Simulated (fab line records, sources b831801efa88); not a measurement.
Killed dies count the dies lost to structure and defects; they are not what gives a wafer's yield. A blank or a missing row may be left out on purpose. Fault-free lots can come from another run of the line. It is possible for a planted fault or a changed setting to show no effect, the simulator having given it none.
Which tool is to blame? + flow gf180mcu + 36 wafers from 12 lots sampled at 5 of the route's 602 steps

WHAT THE GAUGES SHOWED, per wafer
GF_M2_CD_MEAS_14: the cd target is 280 nm. Usual: cd_nm 279.9 nm, standard deviation 1.3.
| lot  | measured     | on        | cd_nm (nm)                          | flag |
|------|--------------|-----------|-------------------------------------|------|
| L215 | day 19 16:40 | cd_sem-01 | 277.9 278.4 279.2                   |      |
| L216 | day 19 19:17 | cd_sem-02 | 279.0 278.6 279.6                   |      |
| L217 | day 20 06:38 | cd_sem-01 | 279.1 279.1 279.1                   |      |
| L218 | day 20 20:16 | cd_sem-01 | 279.3 279.8 279.1                   |      |
| L226 | day 23 10:20 | cd_sem-01 | 319.8 319.8 320.1 319.7 320.1 320.1 | OFF  |
| L227 | day 23 16:50 | cd_sem-02 | 319.5 319.7 319.7 319.5 319.0 320.2 | OFF  |
| L228 | day 24 01:08 | cd_sem-02 | 280.9 280.3 281.0                   |      |
| L229 | day 24 08:20 | cd_sem-01 | 281.8 281.3 281.2                   |      |
| L235 | day 26 03:14 | cd_sem-02 | 280.3 279.7 279.5                   |      |
| L236 | day 26 17:57 | cd_sem-01 | 278.2 278.6 279.0                   |      |
| L237 | day 26 19:59 | cd_sem-02 | 279.2 280.7 280.7                   |      |
| L238 | day 27 02:02 | cd_sem-01 | 281.8 280.6 281.3                   |      |

GF_V2_THK_MEAS_01. Usual: for V2_CVD_00_THK the level is 600 nm and the standard deviation is 8.3.
| lot  | measured     | on            | V2_CVD_00_THK (nm) | flag |
|------|--------------|---------------|--------------------|------|
| L215 | day 19 17:42 | film_metro-03 | 616 615 604        |      |
| L216 | day 19 20:13 | film_metro-01 | 592 603 584        |      |
| L217 | day 20 07:34 | film_metro-04 | 609 599 596        |      |
| L218 | day 20 21:14 | film_metro-01 | 602 601 600        |      |
| L226 | day 23 15:25 | film_metro-01 | 588 585 585        |      |
| L227 | day 23 20:21 | film_metro-04 | 597 588 593        |      |
| L228 | day 24 02:26 | film_metro-01 | 614 606 609        |      |
| L229 | day 24 09:18 | film_metro-01 | 612 604 607        |      |
| L235 | day 26 04:08 | film_metro-03 | 601 598 600        |      |
| L236 | day 26 18:57 | film_metro-03 | 588 595 598        |      |
| L237 | day 26 21:03 | film_metro-01 | 607 601 607        |      |
| L238 | day 27 02:56 | film_metro-03 | 601 603 605        |      |

TOOL THAT RAN EACH LOT (tool first, then ch and the chambers of the sampled wafers, then the start)
| lot  | GF_M1_SPUTTER_04             | GF_M2_SPUTTER_00             | GF_M2_PEB_12                      |
|------|------------------------------|------------------------------|-----------------------------------|
| L215 | pvd_sputter-01, day 16 14:00 | pvd_sputter-04, day 18 14:53 | litho_track-03 ch 0, day 19 16:19 |
| L216 | pvd_sputter-03, day 16 16:33 | pvd_sputter-04, day 18 18:30 | litho_track-01 ch 0, day 19 18:56 |
| L217 | pvd_sputter-01, day 17 03:08 | pvd_sputter-02, day 19 05:11 | litho_track-01 ch 0, day 20 06:17 |
| L218 | pvd_sputter-01, day 17 16:28 | pvd_sputter-04, day 19 19:53 | litho_track-01 ch 0, day 20 19:56 |
| L226 | pvd_sputter-04, day 20 08:53 | pvd_sputter-04, day 22 11:39 | litho_track-03 ch 0, day 23 09:59 |
| L227 | pvd_sputter-01, day 20 15:37 | pvd_sputter-01, day 22 17:42 | litho_track-03 ch 0, day 23 16:29 |
| L228 | pvd_sputter-01, day 21 00:50 | pvd_sputter-04, day 23 02:43 | litho_track-02 ch 0, day 24 00:47 |
| L229 | pvd_sputter-04, day 21 07:50 | pvd_sputter-01, day 23 10:01 | litho_track-01 ch 0, day 24 07:59 |
| L235 | pvd_sputter-04, day 23 06:28 | pvd_sputter-04, day 25 06:03 | litho_track-03 ch 0, day 26 02:53 |
| L236 | pvd_sputter-01, day 23 23:26 | pvd_sputter-01, day 25 21:18 | litho_track-02 ch 0, day 26 17:37 |
| L237 | pvd_sputter-04, day 24 01:31 | pvd_sputter-04, day 25 22:54 | litho_track-02 ch 0, day 26 19:38 |
| L238 | pvd_sputter-03, day 24 07:08 | pvd_sputter-04, day 26 05:10 | litho_track-02 ch 0, day 27 01:41 |
- GF_M1_SPUTTER_04: material TiN, target thk 50 nm, time 41.7 s.
- GF_M2_SPUTTER_00: material Ti, target thk 37.5 nm, time 150 s.
- GF_M2_PEB_12: peb time 90 s.

AS READ BY THE TOOLS THEMSELVES (means over the sampled wafers that have a number; for cases with no such wafer, the mark the record gives instead)
GF_M1_SPUTTER_04. Usual: throttle_valve_pct 31.0 %, standard deviation 1.
| lot  | tool           | throttle_valve_pct (%) | flag |
|------|----------------|------------------------|------|
| L215 | pvd_sputter-01 | 31.5                   |      |
| L216 | pvd_sputter-03 | 30.2                   |      |
| L217 | pvd_sputter-01 | 31.6                   |      |
| L218 | pvd_sputter-01 | 31.0                   |      |
| L226 | pvd_sputter-04 | 31.6                   |      |
| L227 | pvd_sputter-01 | 31.5                   |      |
| L228 | pvd_sputter-01 | 31.4                   |      |
| L229 | pvd_sputter-04 | 30.6                   |      |
| L235 | pvd_sputter-04 | 31.4                   |      |
| L236 | pvd_sputter-01 | 30.7                   |      |
| L237 | pvd_sputter-04 | 31.3                   |      |
| L238 | pvd_sputter-03 | 31.0                   |      |

GF_M2_SPUTTER_00. Usual: throttle_valve_pct 30.7 %, standard deviation 1.1.
| lot  | tool           | throttle_valve_pct (%) | flag |
|------|----------------|------------------------|------|
| L215 | pvd_sputter-04 | 30.3                   |      |
| L216 | pvd_sputter-04 | 30.8                   |      |
| L217 | pvd_sputter-02 | 29.5                   |      |
| L218 | pvd_sputter-04 | 31.3                   |      |
| L226 | pvd_sputter-04 | 31.0                   |      |
| L227 | pvd_sputter-01 | 31.2                   |      |
| L228 | pvd_sputter-04 | 30.6                   |      |
| L229 | pvd_sputter-01 | 31.5                   |      |
| L235 | pvd_sputter-04 | 30.8                   |      |
| L236 | pvd_sputter-01 | 31.2                   |      |
| L237 | pvd_sputter-04 | 30.6                   |      |
| L238 | pvd_sputter-04 | 30.6                   |      |

GF_M2_PEB_12. Usual: heater_power_total_W 85.71 W, standard deviation 0.081; plate_temp_C 134.96 C, standard deviation 0.16.
| lot  | tool           | heater_power_total_W (W) | plate_temp_C (C) | flag |
|------|----------------|--------------------------|------------------|------|
| L215 | litho_track-03 | 85.72                    | 135.01           |      |
| L216 | litho_track-01 | 85.74                    | 135.04           |      |
| L217 | litho_track-01 | 85.73                    | 134.88           |      |
| L218 | litho_track-01 | 85.72                    | 135.18           |      |
| L226 | litho_track-03 | 78.15                    | 125.80           | OFF  |
| L227 | litho_track-03 | 78.15                    | 125.80           | OFF  |
| L228 | litho_track-02 | 85.67                    | 134.83           |      |
| L229 | litho_track-01 | 85.70                    | 134.77           |      |
| L235 | litho_track-03 | 85.73                    | 134.99           |      |
| L236 | litho_track-02 | 85.70                    | 135.18           |      |
| L237 | litho_track-02 | 85.71                    | 134.94           |      |
| L238 | litho_track-02 | 85.74                    | 135.04           |      |

THE ANSWER, worked out from the rows above alone
Rule: a lot is off if the mean of its wafers that have a number lies more than 3 standard deviations from the usual mean. Also off: a lot with no number at a reading for which 4 or more lots have one. The other lots that the step has rows for count as sound. Order of review: gauges by route order, followed by the tools' own readings, for which a lot's mean as printed above is used. At the first step where some lot is off, the reading lying furthest off is the one used; lots without a number count as furthest.
Off: L226, L227, at GF_M2_CD_MEAS_14 (cd_nm).
A tool fits if, at a process step before that reading, it ran every lot that is off, and no sound lot after the first of them. Not tried: the gauges at GF_M2_CD_MEAS_14; whatever is off there is also off at GF_M2_PEB_12, on other tools, and gauge error can't account for it. None of those tried fits.

WHAT HAD BEEN PUT IN BY THE SIMULATOR
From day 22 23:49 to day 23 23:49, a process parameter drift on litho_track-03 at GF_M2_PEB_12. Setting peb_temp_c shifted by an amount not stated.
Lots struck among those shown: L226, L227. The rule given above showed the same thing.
